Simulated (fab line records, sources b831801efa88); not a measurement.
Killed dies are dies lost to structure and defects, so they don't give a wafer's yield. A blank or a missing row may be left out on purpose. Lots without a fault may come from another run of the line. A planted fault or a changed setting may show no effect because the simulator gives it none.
Which tool did it? | flow gf180mcu | 24 lots, 72 wafers sampled, at 5 steps of a route of 602

WHAT THE GAUGES READ, wafer by wafer
GF_V2_RS_MEAS_24: measures by four-point-probe. Usual: V2_W_RS 0.326 ohm/sq, standard deviation 0.0038.
lot  | measured     | on            | V2_W_RS (ohm/sq)  | flag
L074 | day 20 10:32 | film_metro-03 | 0.324 0.329 0.319 |
L075 | day 20 23:57 | film_metro-03 | 0.324 0.330 0.324 |
L076 | day 21 04:25 | film_metro-03 | 0.328 0.327 0.324 |
L077 | day 21 16:41 | film_metro-03 | 0.318 0.322 0.319 |
L078 | day 22 00:49 | film_metro-03 | 0.322 0.328 0.325 |
L079 | day 22 07:05 | film_metro-04 | 0.328 0.325 0.326 |
L080 | day 22 16:17 | film_metro-04 | 0.327 0.326 0.324 |
L081 | day 23 10:47 | film_metro-04 | 0.326 0.329 0.328 |
L082 | day 23 15:17 | film_metro-03 | 0.325 0.328 0.327 |
L083 | day 24 00:29 | film_metro-03 | 0.324 0.337 0.320 |
L084 | day 24 04:15 | film_metro-01 | 0.323 0.318 0.323 |
L085 | day 24 13:49 | film_metro-04 | 0.334 0.329 0.332 |
L086 | day 24 17:45 | film_metro-01 | 0.327 0.329 0.330 |
L087 | day 25 02:33 | film_metro-03 | 0.322 0.330 0.323 |
L088 | day 25 11:22 | film_metro-01 | 0.326 0.323 0.327 |
L089 | day 25 19:34 | film_metro-04 | 0.327 0.323 0.325 |
L090 | day 26 04:14 | film_metro-03 | 0.327 0.322 0.327 |
L091 | day 26 08:03 | film_metro-04 | 0.328 0.326 0.323 |
L092 | day 27 02:20 | film_metro-04 | 0.333 0.327 0.325 |
L093 | day 27 02:44 | film_metro-03 | 0.324 0.331 0.319 |
L094 | day 27 07:53 | film_metro-01 | 0.325 0.330 0.330 |
L096 | day 27 19:58 | film_metro-03 | 0.325 0.325 0.330 |
L095 | day 27 23:52 | film_metro-03 | 0.329 0.320 0.325 |
L097 | day 28 05:37 | film_metro-01 | 0.327 0.327 0.327 |

GF_V3_CD_MEAS_14: target cd 260 nm. Usual: cd_nm 259.6 nm, standard deviation 1.5.
lot  | measured     | on        | cd_nm (nm)        | flag
L074 | day 22 11:22 | cd_sem-02 | 259.4 259.8 259.1 |
L075 | day 23 01:28 | cd_sem-01 | 260.3 260.4 259.7 |
L076 | day 23 04:58 | cd_sem-01 | 260.5 258.4 259.9 |
L077 | day 23 16:53 | cd_sem-01 | 259.3 259.9 260.3 |
L078 | day 23 23:47 | cd_sem-01 | 262.3 262.7 262.8 |
L079 | day 24 07:14 | cd_sem-02 | 258.1 257.8 259.1 |
L080 | day 24 14:28 | cd_sem-01 | 259.3 259.9 259.6 |
L081 | day 25 09:18 | cd_sem-01 | 259.0 259.2 259.8 |
L082 | day 25 13:04 | cd_sem-01 | 260.4 258.8 259.2 |
L083 | day 25 21:23 | cd_sem-01 | 260.5 260.8 260.7 |
L084 | day 26 01:05 | cd_sem-01 | 262.5 261.0 261.4 |
L085 | day 26 11:37 | cd_sem-01 | 262.4 261.8 261.8 |
L086 | day 26 15:01 | cd_sem-02 | 260.9 261.3 261.9 |
L087 | day 26 22:54 | cd_sem-02 | 261.3 260.8 261.2 |
L088 | day 27 08:18 | cd_sem-01 | 257.6 258.1 257.4 |
L089 | day 27 15:06 | cd_sem-01 | 258.7 258.9 257.9 |
L090 | day 27 23:31 | cd_sem-01 | 254.5 255.9 255.7 |
L091 | day 28 02:45 | cd_sem-02 | 258.8 258.9 258.5 |
L092 | day 28 19:48 | cd_sem-02 | 258.2 257.6 259.5 |
L093 | day 28 20:50 | cd_sem-01 | 258.6 259.8 259.2 |
L094 | day 29 00:46 | cd_sem-02 | 259.7 260.5 260.2 |
L096 | day 29 11:54 | cd_sem-02 | 259.2 259.4 258.8 |
L095 | day 29 15:57 | cd_sem-01 | 258.8 258.9 259.5 |
L097 | day 29 21:21 | cd_sem-01 | 258.8 259.4 259.3 |

GF_V4_RS_MEAS_24: measures by four-point-probe. Usual: V4_W_RS 0.328 ohm/sq, standard deviation 0.0043.
lot  | measured     | on            | V4_W_RS (ohm/sq)  | flag
L074 | day 24 12:49 | film_metro-04 | 0.333 0.331 0.335 |
L075 | day 25 02:05 | film_metro-03 | 0.329 0.328 0.329 |
L076 | day 25 06:10 | film_metro-01 | 0.331 0.337 0.336 |
L077 | day 25 16:17 | film_metro-03 | 0.333 0.325 0.333 |
L078 | day 26 00:16 | film_metro-01 | 0.327 0.329 0.329 |
L079 | day 26 06:58 | film_metro-03 | 0.322 0.329 0.323 |
L080 | day 26 14:13 | film_metro-01 | 0.332 0.327 0.328 |
L081 | day 27 06:40 | film_metro-03 | 0.326 0.332 0.322 |
L082 | day 27 10:16 | film_metro-03 | 0.326 0.328 0.329 |
L083 | day 27 18:35 | film_metro-03 | 0.329 0.328 0.329 |
L084 | day 27 22:17 | film_metro-04 | 0.319 0.329 0.329 |
L085 | day 28 08:18 | film_metro-04 | 0.331 0.332 0.331 |
L086 | day 28 11:10 | film_metro-04 | 0.323 0.321 0.331 |
L087 | day 28 18:28 | film_metro-01 | 0.324 0.320 0.332 |
L088 | day 29 06:11 | film_metro-03 | 0.327 0.326 0.327 |
L089 | day 29 10:40 | film_metro-03 | 0.328 0.331 0.331 |
L090 | day 29 18:50 | film_metro-01 | 0.328 0.320 0.323 |
L091 | day 29 20:44 | film_metro-03 | 0.322 0.331 0.321 |
L092 | day 30 14:07 | film_metro-01 | 0.333 0.329 0.330 |
L093 | day 30 15:02 | film_metro-03 | 0.330 0.326 0.330 |
L094 | day 30 17:29 | film_metro-03 | 0.333 0.323 0.332 |
L096 | day 31 05:16 | film_metro-04 | 0.324 0.332 0.335 |
L095 | day 31 08:02 | film_metro-01 | 0.334 0.331 0.323 |
L097 | day 31 13:49 | film_metro-04 | 0.324 0.323 0.324 |

WHICH TOOL RAN EACH LOT (tool, then ch and the chambers of the sampled wafers, then the start)
lot  | GF_V3_ETCH_16                      | GF_V4_SPUTTER_22
L074 | rie_diel-03 ch 1,2,3, day 22 11:31 | pvd_sputter-02, day 24 12:40
L075 | rie_diel-01 ch 0,2, day 23 01:37   | pvd_sputter-02, day 25 01:56
L076 | rie_diel-02 ch 0,1,2, day 23 05:07 | pvd_sputter-04, day 25 06:01
L077 | rie_diel-02 ch 0,3, day 23 17:01   | pvd_sputter-03, day 25 16:07
L078 | rie_diel-01 ch 0,1,3, day 23 23:56 | pvd_sputter-04, day 26 00:07
L079 | rie_diel-01 ch 0,1,2, day 24 07:23 | pvd_sputter-02, day 26 06:49
L080 | rie_diel-03 ch 0,3, day 24 14:37   | pvd_sputter-04, day 26 14:04
L081 | rie_diel-01 ch 0,2, day 25 09:26   | pvd_sputter-03, day 27 06:29
L082 | rie_diel-01 ch 0,1, day 25 13:13   | pvd_sputter-03, day 27 10:07
L083 | rie_diel-01 ch 0,3, day 25 21:31   | pvd_sputter-04, day 27 18:25
L084 | rie_diel-02 ch 1,2, day 26 01:14   | pvd_sputter-03, day 27 22:08
L085 | rie_diel-02 ch 0,1,2, day 26 11:44 | pvd_sputter-04, day 28 08:07
L086 | rie_diel-03 ch 1,2, day 26 15:10   | pvd_sputter-02, day 28 11:01
L087 | rie_diel-03 ch 1,2,3, day 26 23:04 | pvd_sputter-02, day 28 18:19
L088 | rie_diel-03 ch 0,2,3, day 27 08:26 | pvd_sputter-02, day 29 06:01
L089 | rie_diel-02 ch 0,1,2, day 27 15:16 | pvd_sputter-04, day 29 10:31
L090 | rie_diel-03 ch 0,1,2, day 27 23:40 | pvd_sputter-03, day 29 18:41
L091 | rie_diel-01 ch 1,2,3, day 28 02:52 | pvd_sputter-04, day 29 20:32
L092 | rie_diel-03 ch 0,1,3, day 28 19:58 | pvd_sputter-03, day 30 13:58
L093 | rie_diel-01 ch 0,1,3, day 28 20:58 | pvd_sputter-03, day 30 14:52
L094 | rie_diel-03 ch 0,1,2, day 29 00:53 | pvd_sputter-04, day 30 17:18
L096 | rie_diel-02 ch 0,3, day 29 12:04   | pvd_sputter-02, day 31 05:07
L095 | rie_diel-03 ch 0,1, day 29 16:05   | pvd_sputter-04, day 31 07:52
L097 | rie_diel-03 ch 0,3, day 29 21:31   | pvd_sputter-04, day 31 13:40
- GF_V3_ETCH_16: etches BARC in N2/H2.
- GF_V4_SPUTTER_22: material TiN, target thk 10 nm, time 40 s.

WHAT THE TOOLS THEMSELVES READ (means of the sampled wafers that have a number; where no wafer has one, the mark that the record gives instead)
GF_V3_ETCH_16. Usual: drypump_motor_current_A 5.7 A, standard deviation 0.4; h2_flow_sccm 200.0 sccm, standard deviation 0.66; oes_product_au 0.857 a.u., standard deviation 0.0049; throttle_valve_pct 13.225 %, standard deviation 0.0092.
lot  | tool        | drypump_motor_current_A (A) | h2_flow_sccm (sccm) | oes_product_au (a.u.) | throttle_valve_pct (%) | flag
L074 | rie_diel-03 | 5.5                         | 199.6               | 0.860                 | 13.224                 |
L075 | rie_diel-01 | 5.1                         | 199.9               | 0.860                 | 13.220                 |
L076 | rie_diel-02 | 6.1                         | 200.1               | 0.853                 | 13.227                 |
L077 | rie_diel-02 | 5.9                         | 200.5               | 0.853                 | 13.224                 |
L078 | rie_diel-01 | 5.8                         | 199.6               | 0.856                 | 13.239                 |
L079 | rie_diel-01 | 5.6                         | 200.9               | 0.858                 | 13.224                 |
L080 | rie_diel-03 | 5.5                         | 200.4               | 0.862                 | 13.229                 |
L081 | rie_diel-01 | 5.4                         | 200.0               | 0.854                 | 13.231                 |
L082 | rie_diel-01 | 6.1                         | 200.0               | 0.859                 | 13.215                 |
L083 | rie_diel-01 | 5.5                         | 200.0               | 0.848                 | 13.229                 |
L084 | rie_diel-02 | 6.1                         | 200.6               | 0.858                 | 13.218                 |
L085 | rie_diel-02 | 6.1                         | 200.0               | 0.860                 | 13.224                 |
L086 | rie_diel-03 | 5.6                         | 200.5               | 0.852                 | 13.231                 |
L087 | rie_diel-03 | 5.6                         | 199.9               | 0.859                 | 13.228                 |
L088 | rie_diel-03 | 5.5                         | 200.1               | 0.861                 | 13.218                 |
L089 | rie_diel-02 | 6.1                         | 199.9               | 0.857                 | 13.221                 |
L090 | rie_diel-03 | 5.6                         | 199.8               | 0.857                 | 13.229                 |
L091 | rie_diel-01 | 5.6                         | 199.9               | 0.855                 | 13.226                 |
L092 | rie_diel-03 | 5.6                         | 200.2               | 0.854                 | 13.227                 |
L093 | rie_diel-01 | 5.8                         | 199.4               | 0.858                 | 13.223                 |
L094 | rie_diel-03 | 5.6                         | 199.2               | 0.857                 | 13.225                 |
L096 | rie_diel-02 | 5.9                         | 200.0               | 0.853                 | 13.225                 |
L095 | rie_diel-03 | 5.6                         | 199.3               | 0.854                 | 13.224                 |
L097 | rie_diel-03 | 5.6                         | 200.3               | 0.855                 | 13.224                 |

GF_V4_SPUTTER_22. Usual: throttle_valve_pct 30.3 %, standard deviation 1.1.
lot  | tool           | throttle_valve_pct (%) | flag
L074 | pvd_sputter-02 | 31.8                   |
L075 | pvd_sputter-02 | 31.8                   |
L076 | pvd_sputter-04 | 29.9                   |
L077 | pvd_sputter-03 | 29.9                   |
L078 | pvd_sputter-04 | 30.2                   |
L079 | pvd_sputter-02 | 30.8                   |
L080 | pvd_sputter-04 | 29.6                   |
L081 | pvd_sputter-03 | 29.7                   |
L082 | pvd_sputter-03 | 29.5                   |
L083 | pvd_sputter-04 | 30.3                   |
L084 | pvd_sputter-03 | 29.6                   |
L085 | pvd_sputter-04 | 29.6                   |
L086 | pvd_sputter-02 | 31.6                   |
L087 | pvd_sputter-02 | 31.5                   |
L088 | pvd_sputter-02 | 31.4                   |
L089 | pvd_sputter-04 | 30.0                   |
L090 | pvd_sputter-03 | 29.5                   |
L091 | pvd_sputter-04 | 29.9                   |
L092 | pvd_sputter-03 | 30.0                   |
L093 | pvd_sputter-03 | 29.6                   |
L094 | pvd_sputter-04 | 30.2                   |
L096 | pvd_sputter-02 | 31.6                   |
L095 | pvd_sputter-04 | 30.5                   |
L097 | pvd_sputter-04 | 29.9                   |

THE ANSWER, worked out from the rows above alone
Rule: a lot is off if the mean of its wafers that have a number lies more than 3 standard deviations from the usual mean. A lot without any number at a reading at which 4 lots or more have one is off too. The other lots that the step has rows for count as sound. The gauges are gone through in route order, then the tools' own readings, and for those a lot's mean is taken as printed above. The first step at which some lot is off is used, and at that step the reading that is off furthest; a lot without a number counts as furthest.
No lot is off at any reading shown: from this, nothing can be told.

WHAT THE SIMULATOR HAD PUT IN
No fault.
